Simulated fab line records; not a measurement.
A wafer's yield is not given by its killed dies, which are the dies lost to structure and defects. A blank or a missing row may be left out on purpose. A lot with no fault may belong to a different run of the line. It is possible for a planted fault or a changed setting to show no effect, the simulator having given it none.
Which tool did it? -- flow sky130 -- 42 wafers from 14 lots sampled at 4 of the route's 708 steps

WHAT THE GAUGES READ, wafer by wafer
SKY_FIELD_ISO_CD_MEAS_13: target cd 150 nm.
lot,measured,on,cd-nm (nm)
L561,day 2 05:15,cd-sem-01,153.4 152.6 151.3
L563,day 2 15:47,cd-sem-02,148.9 149.0 149.1
L564,day 2 20:07,cd-sem-02,149.7 150.7 150.6
L565,day 3 01:50,cd-sem-01,151.5 150.6 149.5
L566,day 3 05:51,cd-sem-01,149.3 149.7 149.1
L567,day 3 12:15,cd-sem-01,146.7 148.3 146.9
L568,day 3 19:43,cd-sem-02,151.2 151.2 150.0
L569,day 3 22:44,cd-sem-01,151.3 152.3 152.6
L571,day 4 08:46,cd-sem-01,147.5 147.6 148.9
L575,day 5 05:56,cd-sem-01,151.5 149.5 149.7
L581,day 6 12:19,cd-sem-01,151.7 149.4 150.9
L582,day 6 18:39,cd-sem-02,150.4 148.9 150.9
L583,day 6 22:40,cd-sem-01,150.0 150.9 148.2
L584,day 7 03:49,cd-sem-02,147.9 148.7 147.7

SKY_VT_ADJUST_HVTP_CD_MEAS_07: target cd 380 nm.
lot,measured,on,cd-nm (nm)
L561,day 5 22:28,cd-sem-01,380.8 380.9 382.0
L563,day 6 15:02,cd-sem-01,382.1 377.3 382.3
L564,day 6 21:25,cd-sem-02,382.2 382.1 385.0
L565,day 7 02:41,cd-sem-02,374.8 376.3 376.1
L566,day 7 08:15,cd-sem-01,378.5 379.4 379.1
L567,day 7 17:33,cd-sem-02,380.7 380.7 383.9
L568,day 8 01:09,cd-sem-02,381.2 380.8 381.2
L569,day 8 05:30,cd-sem-02,385.8 381.7 383.2
L571,day 8 17:21,cd-sem-01,386.2 384.7 385.8
L575,day 9 17:46,cd-sem-02,376.3 377.7 377.9
L581,day 11 08:19,cd-sem-01,376.9 377.1 374.7
L582,day 11 13:28,cd-sem-02,382.8 384.1 383.7
L583,day 11 21:58,cd-sem-02,382.3 380.9 379.6
L584,day 12 04:55,cd-sem-02,378.9 381.4 379.6

SKY_SD_N_TW_MEAS_12.
lot,measured,on,SD_N_TW
L561,day 27 18:07,film-metro-04,4000 3996 3976
L563,day 28 17:29,film-metro-02,4077 4060 4082
L564,day 28 23:46,film-metro-04,4002 4023 4015
L565,day 29 08:20,film-metro-01,3963 3994 3986
L566,day 29 12:40,film-metro-01,3986 3988 3987
L567,day 30 06:32,film-metro-02,4085 4074 4096
L568,day 30 17:46,film-metro-01,3963 3986 4000
L569,day 30 19:40,film-metro-04,3979 4012 4000
L571,day 31 08:34,film-metro-04,4025 3991 4011
L575,day 32 13:16,film-metro-01,3984 3979 3976
L581,day 34 10:28,film-metro-04,3970 3994 3993
L582,day 34 15:37,film-metro-01,3940 3970 3956
L583,day 35 00:49,film-metro-04,3955 3976 3966
L584,day 35 02:37,film-metro-04,3938 3939 3940

WHAT TOOL EACH LOT RAN ON (gives the tool, then ch and the chambers of the sampled wafers, and finally the start)
lot,SKY_GATE_OXIDE_OXIDATION_01
L561,"furnace-02 ch 0, day 12 15:26"
L563,"furnace-01 ch 0, day 13 11:30"
L564,"furnace-01 ch 0, day 13 18:39"
L565,"furnace-02 ch 0, day 14 04:42"
L566,"furnace-02 ch 0, day 14 10:22"
L567,"furnace-02 ch 0, day 14 22:28"
L568,"furnace-02 ch 0, day 15 09:40"
L569,"furnace-02 ch 0, day 15 12:35"
L571,"furnace-02 ch 0, day 16 02:14"
L575,"furnace-02 ch 0, day 17 12:01"
L581,"furnace-02 ch 0, day 19 17:18"
L582,"furnace-02 ch 0, day 19 22:55"
L583,"furnace-01 ch 0, day 20 08:16"
L584,"furnace-01 ch 0, day 20 12:38"
- SKY_GATE_OXIDE_OXIDATION_01: stabilise 600 s, purge 300 s, target thk 10.268 nm.

AS READ BY THE TOOLS THEMSELVES (means over the sampled wafers that have a number; for cases with no such wafer, the mark the record gives instead)
SKY_GATE_OXIDE_OXIDATION_01.
lot,tool,spike-tc-bottom-C (C),spike-tc-centre-C (C),spike-tc-lower-C (C),tube-center-temp-C (C),tube_center_temp_C_max
L561,furnace-02,916.7,900.5,898.5,900,902.6
L563,furnace-01,917.3,899.7,899.9,900,902.5
L564,furnace-01,917.3,900.2,899.3,900,902.3
L565,furnace-02,917.1,900.9,899.4,900,902.1
L566,furnace-02,917.6,900.8,899.9,900,902.2
L567,furnace-02,917.7,901.1,899.9,900,902.3
L568,furnace-02,917.9,900.9,900.8,900,902.1
L569,furnace-02,917.6,900.3,900.0,900,902.1
L571,furnace-02,913.0,897.4,896.5,896,898.5
L575,furnace-02,913.5,896.8,896.0,896,898.2
L581,furnace-02,917.1,900.4,900.2,900,902.3
L582,furnace-02,917.9,900.4,899.0,900,902.5
L583,furnace-01,916.1,900.1,899.9,900,902.2
L584,furnace-01,916.5,900.1,900.1,900,902.5

THE ANSWER, worked out from the rows above alone
Rule: the lots themselves supply what counts as usual. Put in order of their means at a reading, lots are off if they are a third of the lots or fewer, leave a main group of 4 or more, and stand apart from it by a gap of 3 or more times the standard deviation of the main group's means; of several such gaps the widest counts. The tables above print the reading to a certain number of digits; a main group whose means all agree to those digits is not used. Also off: a lot with no number at a reading for which 4 or more lots have one. Any other lot the step has rows for is counted as sound. The gauges are gone through in route order, then the tools' own readings, and for those a lot's mean is taken as printed above. The first step at which some lot is off is used, and at that step the reading that is off furthest; a lot without a number counts as furthest.
Off at SKY_GATE_OXIDE_OXIDATION_01 (tube_center_temp_C_max): L571, L575. For the main group the mean is 902.3 and the standard deviation 0.17.
A tool fits if, at that step or a process step before it, it ran every lot that is off, and no sound lot after the first of them. No candidate that was tried fits.

WHAT HAD BEEN PUT IN BY THE SIMULATOR
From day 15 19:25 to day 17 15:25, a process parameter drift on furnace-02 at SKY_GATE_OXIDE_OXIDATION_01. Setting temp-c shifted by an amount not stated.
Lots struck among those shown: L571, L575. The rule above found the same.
